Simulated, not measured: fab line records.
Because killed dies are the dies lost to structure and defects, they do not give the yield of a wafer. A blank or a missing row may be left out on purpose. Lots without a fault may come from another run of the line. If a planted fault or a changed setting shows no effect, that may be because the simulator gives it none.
Which tool did it? -- flow sfq line -- 14 lots, 42 wafers sampled, at 4 steps of a route of 325

WHAT THE GAUGES READ, wafer by wafer
The record holds no reading of a measuring or inspecting step that can be judged against a usual standard deviation.

WHAT TOOL EACH LOT RAN ON (gives the tool, then ch and the chambers of the sampled wafers, and finally the start)
lot,SFQ_TRILAYER_I2_VIA_LITHO_PEB_070,SFQ_TRILAYER_M3_DEP_SPUTTER_073,SFQ_TRILAYER_JJ_CE_STRIP_STRIP_120,SFQ_TRILAYER_R5_DEP_SPUTTER_132
L354,"litho track-03 ch 0, day 42 14:53","pvd sputter-03, day 42 16:11","rie metal-04 ch 0,1, day 50 23:47","pvd sputter-05, day 51 19:00"
L356,"litho track-04 ch 0, day 42 22:07","pvd sputter-03, day 42 23:34","rie metal-04 ch 0,1, day 60 18:38","pvd sputter-03, day 65 15:09"
L361,"litho track-03, day 45 16:13","pvd sputter-04, day 45 17:41","rie metal-02 ch 0,1, day 61 22:43","pvd sputter-03, day 66 23:46"
L362,"litho track-03, day 45 22:13","pvd sputter-03, day 45 23:31","rie metal-02 ch 0,1, day 62 13:05","pvd sputter-05, day 67 11:46"
L366,"litho track-01 ch 0, day 46 06:41","pvd sputter-06, day 46 07:59","rie metal-03 ch 0,1, day 63 09:50","pvd sputter-03, day 68 05:46"
L367,"litho track-03 ch 0, day 46 07:56","pvd sputter-04, day 46 09:11","rie metal-03 ch 0,1, day 63 14:50","pvd sputter-05, day 68 10:47"
L368,"litho track-01 ch 0, day 46 10:17","pvd sputter-03, day 46 11:35","rie metal-03 ch 0,1, day 63 12:14","pvd sputter-06, day 68 08:46"
L370,"litho track-03 ch 0, day 46 13:56","pvd sputter-06, day 46 15:11","rie metal-04 ch 0,1, day 63 20:50","pvd sputter-03, day 68 16:47"
L371,"litho track-04 ch 0, day 46 16:17","pvd sputter-04, day 46 17:36","rie metal-03 ch 0,1, day 63 21:50","pvd sputter-03, day 68 19:47"
L373,"litho track-04 ch 0, day 46 23:43","pvd sputter-03, day 47 01:01","rie metal-04 ch 0,1, day 64 12:46","pvd sputter-06, day 69 17:19"
L374,"litho track-03 ch 0, day 47 00:55","pvd sputter-04, day 47 02:13","rie metal-04 ch 0,1, day 68 07:10","pvd sputter-05, day 73 04:22"
L375,"litho track-01 ch 0, day 47 02:08","pvd sputter-06, day 47 03:25","rie metal-02 ch 0,1, day 68 15:37","pvd sputter-05, day 73 16:22"
L376,"litho track-03 ch 0, day 47 03:19","pvd sputter-03, day 47 04:37","rie metal-04 ch 0,1, day 68 19:13","pvd sputter-06, day 74 01:22"
L377,"litho track-03 ch 0, day 47 08:08","pvd sputter-04, day 47 09:25","rie metal-04 ch 0,1, day 69 09:05","pvd sputter-06, day 74 13:22"
- SFQ_TRILAYER_I2_VIA_LITHO_PEB_070: peb time 60 s.
- SFQ_TRILAYER_M3_DEP_SPUTTER_073: material Nb, target thk 200 nm, time 133.3 s.
- SFQ_TRILAYER_JJ_CE_STRIP_STRIP_120: strips in O2.
- SFQ_TRILAYER_R5_DEP_SPUTTER_132: material Ti, target thk 5 nm, time 5 s.

WHAT THE TOOLS THEMSELVES READ (means of the sampled wafers that have a number; where no wafer has one, the mark that the record gives instead)
SFQ_TRILAYER_I2_VIA_LITHO_PEB_070.
lot,tool,chill plate temp C (C),exhaust pa (Pa),heater power total W (W)
L354,litho track-03,22.99,45.2,79.12
L356,litho track-04,22.94,45.3,79.13
L361,litho track-03,-,-,-
L362,litho track-03,-,-,-
L366,litho track-01,23.06,46.7,79.12
L367,litho track-03,23.03,44.5,79.15
L368,litho track-01,22.97,45.5,79.15
L370,litho track-03,23.06,45.0,79.11
L371,litho track-04,23.11,45.4,79.12
L373,litho track-04,23.02,45.0,79.18
L374,litho track-03,23.06,45.9,79.11
L375,litho track-01,22.85,45.6,79.15
L376,litho track-03,23.04,45.8,79.11
L377,litho track-03,22.99,44.3,79.20

SFQ_TRILAYER_M3_DEP_SPUTTER_073.
lot,tool,substrate temp c (C),throttle valve pct (%)
L354,pvd sputter-03,20.03,30.0
L356,pvd sputter-03,19.96,30.0
L361,pvd sputter-04,19.92,30.4
L362,pvd sputter-03,19.98,30.1
L366,pvd sputter-06,19.95,29.5
L367,pvd sputter-04,20.10,30.4
L368,pvd sputter-03,20.00,29.8
L370,pvd sputter-06,19.93,28.8
L371,pvd sputter-04,20.05,30.9
L373,pvd sputter-03,20.04,29.9
L374,pvd sputter-04,19.96,30.1
L375,pvd sputter-06,20.03,29.3
L376,pvd sputter-03,19.97,29.9
L377,pvd sputter-04,19.93,29.8

SFQ_TRILAYER_JJ_CE_STRIP_STRIP_120.
lot,tool,drypump motor current A (A),oes product au (a.u.),platen temp c (C)
L354,rie metal-04,5.6,0.999,40.06
L356,rie metal-04,6.0,0.997,40.02
L361,rie metal-02,6.0,1.004,39.88
L362,rie metal-02,6.1,1.008,40.07
L366,rie metal-03,6.3,0.996,39.99
L367,rie metal-03,6.0,1.003,39.96
L368,rie metal-03,6.3,0.996,40.09
L370,rie metal-04,6.0,0.990,39.90
L371,rie metal-03,6.0,1.005,39.98
L373,rie metal-04,5.9,0.984,39.96
L374,rie metal-04,5.9,0.995,39.86
L375,rie metal-02,6.0,1.010,39.93
L376,rie metal-04,5.6,1.001,39.94
L377,rie metal-04,6.0,0.994,39.95

SFQ_TRILAYER_R5_DEP_SPUTTER_132.
lot,tool,throttle valve pct (%)
L354,pvd sputter-05,29.6
L356,pvd sputter-03,29.8
L361,pvd sputter-03,29.8
L362,pvd sputter-05,29.6
L366,pvd sputter-03,29.9
L367,pvd sputter-05,29.2
L368,pvd sputter-06,29.2
L370,pvd sputter-03,29.8
L371,pvd sputter-03,29.8
L373,pvd sputter-06,29.8
L374,pvd sputter-05,30.0
L375,pvd sputter-05,29.2
L376,pvd sputter-06,29.6
L377,pvd sputter-06,29.6

THE ANSWER, worked out from the rows above alone
Rule: usual is defined by the lots themselves. The widest of any qualifying gaps counts: lots, ordered by their means at a reading, are off when they make up no more than a third of the lots, leave a main group of 4 or more, and stand apart from it by 3 or more times the standard deviation of that group's means. A main group is skipped when, at the precision printed for the reading in the tables above, its means are all equal. A lot without any number at a reading at which 4 lots or more have one is off too. The other lots that the step has rows for count as sound. First the gauges in route order, then the tools' own readings, where a lot's mean is used as printed above. At the first step where some lot is off, the reading lying furthest off is the one used; lots without a number count as furthest.
Off, at SFQ_TRILAYER_I2_VIA_LITHO_PEB_070 on chill plate temp C: L361, L362. Without a number there: L361, L362. The main group: mean 23.01 C, standard deviation 0.066.
If a tool, at that step or one of the process steps before it, ran each lot that is off and ran no sound lot following the first of them, it fits. None of those tried fits.

WHAT WAS PUT IN BY THE SIMULATOR
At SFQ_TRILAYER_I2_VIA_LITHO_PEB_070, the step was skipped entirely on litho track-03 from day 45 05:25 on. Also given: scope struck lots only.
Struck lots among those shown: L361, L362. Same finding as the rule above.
